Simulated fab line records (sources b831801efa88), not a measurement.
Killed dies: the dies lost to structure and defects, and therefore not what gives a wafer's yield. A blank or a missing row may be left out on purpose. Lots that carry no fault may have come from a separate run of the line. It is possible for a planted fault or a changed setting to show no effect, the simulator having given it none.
One fault through the eyes of 2 desks || flow sky130 || each desk has only its own numbers; what lay behind them comes last

AT THE METROLOGY DESK
Means of the sampled wafers that have a number, per lot and without regard to the tool the lot ran on: this is what the gauges read. Any lot whose mean is over 4 standard deviations away from the usual mean is out of limits and marked OUT; that distance is given in the brackets.
Columns: A = PASSIVATION_CVD_02_THK at SKY_PASSIVATION_THK_MEAS_03, usual 539 nm
{"lot": "L874", "first seen here": "day 44 03:49", "A": 550}
{"lot": "L876", "first seen here": "day 44 12:23", "A": 532}
{"lot": "L878", "first seen here": "day 45 02:14", "A": 543}
{"lot": "L880", "first seen here": "day 45 13:05", "A": "613 (+11) OUT"}
{"lot": "L883", "first seen here": "day 46 08:51", "A": "596 (+8.3) OUT"}
{"lot": "L884", "first seen here": "day 46 14:43", "A": "608 (+10) OUT"}
{"lot": "L890", "first seen here": "day 47 23:14", "A": 532}
{"lot": "L891", "first seen here": "day 48 07:48", "A": 534}
{"lot": "L894", "first seen here": "day 48 23:10", "A": 534}
{"lot": "L895", "first seen here": "day 49 04:52", "A": 536}
{"lot": "L896", "first seen here": "day 49 05:13", "A": 536}
This desk finds L880, L883, L884 out of limits, with the earliest case on L880 at day 45 13:05 (PASSIVATION_CVD_02_THK at SKY_PASSIVATION_THK_MEAS_03). L874, L876, L878, L890, L891, L894, L895, L896 stayed within limits.

AT THE TOOL OWNER'S DESK: pecvd-03
The tool's own readings at SKY_PASSIVATION_CVD_02 (deposits Si3N4, target thk 540 nm): means of the sampled wafers that have a number, for each lot that ran on this tool. Any lot whose mean is over 4 standard deviations away from the usual mean is out of limits and marked OUT; that distance is given in the brackets.
Columns: A = heater-power-w at SKY_PASSIVATION_CVD_02, usual 690 W; B = susceptor-temp-C at SKY_PASSIVATION_CVD_02, usual 400.02 C
{"lot": "L874", "first seen here": "day 44 03:35", "A": 721, "B": 400.03}
{"lot": "L878", "first seen here": "day 45 02:01", "A": 830, "B": 400.01}
{"lot": "L880", "first seen here": "day 45 12:56", "A": 745, "B": 400.01}
{"lot": "L883", "first seen here": "day 46 08:37", "A": 704, "B": 399.93}
{"lot": "L884", "first seen here": "day 46 14:29", "A": 691, "B": 400.09}
Result from this desk: across the 5 lots, nothing is out of limits.

ALL TOGETHER
On L880, L883, L884, the metrology desk was in a position to raise an alarm at day 45 13:05.
The desk of the tool owner found nothing out of limits.
The tool owner's desk has L880, L883, L884 on record, within its limits.
Of the lots named, all ran SKY_PASSIVATION_CVD_02 on pecvd-03.

WHAT THE SIMULATOR PUT IN
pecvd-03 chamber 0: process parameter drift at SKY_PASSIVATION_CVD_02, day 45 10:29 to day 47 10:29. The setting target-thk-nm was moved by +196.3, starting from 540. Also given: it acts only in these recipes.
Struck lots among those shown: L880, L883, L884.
Delay in hours, fault start to first out-of-limits reading, per desk: metrology desk 3.
